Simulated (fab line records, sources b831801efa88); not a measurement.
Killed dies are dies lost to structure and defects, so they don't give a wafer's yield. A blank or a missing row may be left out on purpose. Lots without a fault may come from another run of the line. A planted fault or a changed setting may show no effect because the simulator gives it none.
A struck lot beside a sound one | flow sky130 | 36 steps out of a route of 708
Sound: wafers L407.3, L407.5, L407.6. Struck: wafers L395.4, L395.5, L395.6. The cause comes at the end.
At each step with rows: each side's tool, then ch and its chambers, then its first start. Under that, the readings that differ: sound wafers | struck wafers | difference of the means | sigmas: that difference in standard deviations of wafers without a fault.
alike: readings whose means differ by less than 2 such deviations, and words and numbers that are the same on both sides. not compared: withheld readings, readings that some wafer has no value for, bounds like >300 that may hide the same value, and numbers for which the record gives no deviation and whose values overlap.
The two part at a step that has a row with sigmas, a row that says differs or no value, or rows on one side only. Numbers that don't overlap but have no deviation are shown without sigmas and don't part them. A reading that every wafer of one side lacks parts them only if that side has two wafers or more.

first, 10 steps without rows for these wafers: SKY_POLY_CUT_ETCH_10 (etches BARC in N2/H2, stops on SiO2, time 45.9 s, target depth 60 nm); SKY_POLY_CUT_ETCH_11 (etches Si3N4 in CF4/CH2F2/Ar, stops on poly-Si, time 42.5 s, target depth 60 nm); SKY_POLY_CUT_STRIP_12 (strips in O2/N2); SKY_SD_P_DEHYDRATE_00 (time 60 s); SKY_SD_P_HMDS_01 (prime time 60 s); SKY_SD_P_COAT_02 (resist thk 1131 nm); SKY_SD_P_SOFTBAKE_03 (time 60 s); SKY_SD_P_EXPOSE_04 (exposes mask PSDM, target cd 380 nm); SKY_SD_P_PEB_05; SKY_SD_P_DEVELOP_06 (develop time 60 s).
SKY_SD_P_IMPLANT_09:
  sound on implanter-04 ch 0, day 32 14:02; struck on implanter-04 ch 0, day 29 08:52
  reading       | sound                            | struck                           | difference  | sigmas
  beam_on_s (s) | 14.6 15.5 15.3                   | 9.8 9.8 9.9                      | -5.3        | -5
  dose_ions_cm2 | 3.0032e+15 3.0026e+15 3.0045e+15 | 1.8719e+15 1.8687e+15 1.8701e+15 | -1.1332e+15 | -99 or more
SKY_SD_P_STRIP_10: strips in O2/N2.
  sound on plasma_asher-02 ch 0,1, day 32 14:10; struck on plasma_asher-03 ch 0,1, day 29 08:58
  reading                      | sound             | struck            | difference | sigmas
  oes_product_au (a.u.)        | 0.625 0.614 0.618 | 0.633 0.639 0.639 | +0.018     | +4
  strip_time_to_endpoint_s (s) | 17.30 17.33 17.35 | 16.40 16.44 16.41 | -0.91      | -18
  alike: drypump_motor_current_A
  not compared: rf_hours_counter_h
SKY_SD_P_TW_MEAS_11:
  sound on film_metro-02, day 32 14:15; struck on film_metro-02, day 29 09:04
  reading | sound          | struck         | difference | sigmas
  SD_P_TW | 2830 2831 2827 | 2534 2543 2545 | -289       | -11
then, 21 steps without rows for these wafers: SKY_RES_XHIGH_DEHYDRATE_00 (time 60 s); SKY_RES_XHIGH_HMDS_01 (prime time 60 s); SKY_RES_XHIGH_COAT_02 (resist thk 1140 nm); SKY_RES_XHIGH_SOFTBAKE_03 (time 60 s); SKY_RES_XHIGH_EXPOSE_04 (exposes mask URPM, target cd 1270 nm); SKY_RES_XHIGH_PEB_05; SKY_RES_XHIGH_DEVELOP_06 (develop time 60 s); SKY_RES_XHIGH_IMPLANT_07; SKY_RES_XHIGH_STRIP_08 (strips in O2/N2); SKY_SD_N_DEHYDRATE_00 (time 60 s); SKY_SD_N_HMDS_01 (prime time 60 s); SKY_SD_N_COAT_02 (resist thk 1140 nm); SKY_SD_N_SOFTBAKE_03 (time 60 s); SKY_SD_N_EXPOSE_04 (exposes mask NSDM, target cd 380 nm); SKY_SD_N_PEB_05; SKY_SD_N_DEVELOP_06 (develop time 60 s); SKY_SD_N_IMPLANT_09; SKY_SD_N_IMPLANT_10; SKY_SD_N_STRIP_11 (strips in O2/N2); SKY_SD_N_CLEAN_13 (cleans in SC1/SC2, time 150 s); SKY_SD_N_RTA_14 (time 2 s).
-- the record jumps here: 2 days lie between the struck wafers' starts before and after --
SKY_SD_N_RS_MEAS_17: measures by four-point-probe.
  sound on film_metro-02, day 34 19:23; struck on film_metro-01, day 31 15:41
  reading          | sound             | struck            | difference | sigmas
  SD_P_RS (ohm/sq) | 147.1 147.0 146.6 | 154.3 154.8 154.4 | +7.6       | +24
-- the record jumps here: 17 days lie between the struck wafers' starts before and after (it left off in module SD_N and takes up again in module PAD_OPEN, whose first step shown is number 708 of the route) --
SKY_PAD_OPEN_PROBE_99:
  sound on prober-02, day 50 12:07; struck on prober-02, day 48 13:26
  reading                             | sound             | struck            | difference | sigmas
  model.etest.licon_high_po.rc_ohm    | 344.7 336.2 336.8 | 754.5 749 773.2   | +419.7     |
  model.etest.res_high_po.line_ohm_um | 749.5 736.2 720.5 | 1099 1079 1068    | +347       |
  model.etest.res_pdiff.line_ohm_um   | 1365 1366 1364    | 1510 1544 1539    | +166       |
  model.etest.pfet_01v8.r_on_ohm_um   | 2873 2841 2862    | 2974 2971 3052    | +140       |
  model.etest.res_high_po.rs_ohm_sq   | 261.6 259.4 255.2 | 376.7 374.3 376.1 | +117.0     |
  model.etest.licon_pdiff.rc_ohm      | 601.3 541.7 578.9 | 660.8 656.4 686.9 | +94.1      |
  model.etest.res_pdiff_hv.rs_ohm_sq  | 189.6 191.9 189.1 | 215.6 217.7 217.2 | +26.6      |
  alike: killed_at_M0_to_M3, killed_at_M4_up, killed_at_contacts, killed_at_front_end, killed_at_other, killed_dies, killed_open, killed_short
  not compared: model.etest.pfet_g5v0d10v5.r_on_ohm_um

WHERE THEY PART
First at SKY_SD_P_IMPLANT_09; last, within this record, at SKY_SD_N_RS_MEAS_17. Later steps at which nothing parts them and some readings are alike: SKY_PAD_OPEN_PROBE_99.

WHY: what the simulator had put in
Process parameter drift: implanter-04, from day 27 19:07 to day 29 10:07, at SKY_SD_P_IMPLANT_09. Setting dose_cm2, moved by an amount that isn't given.
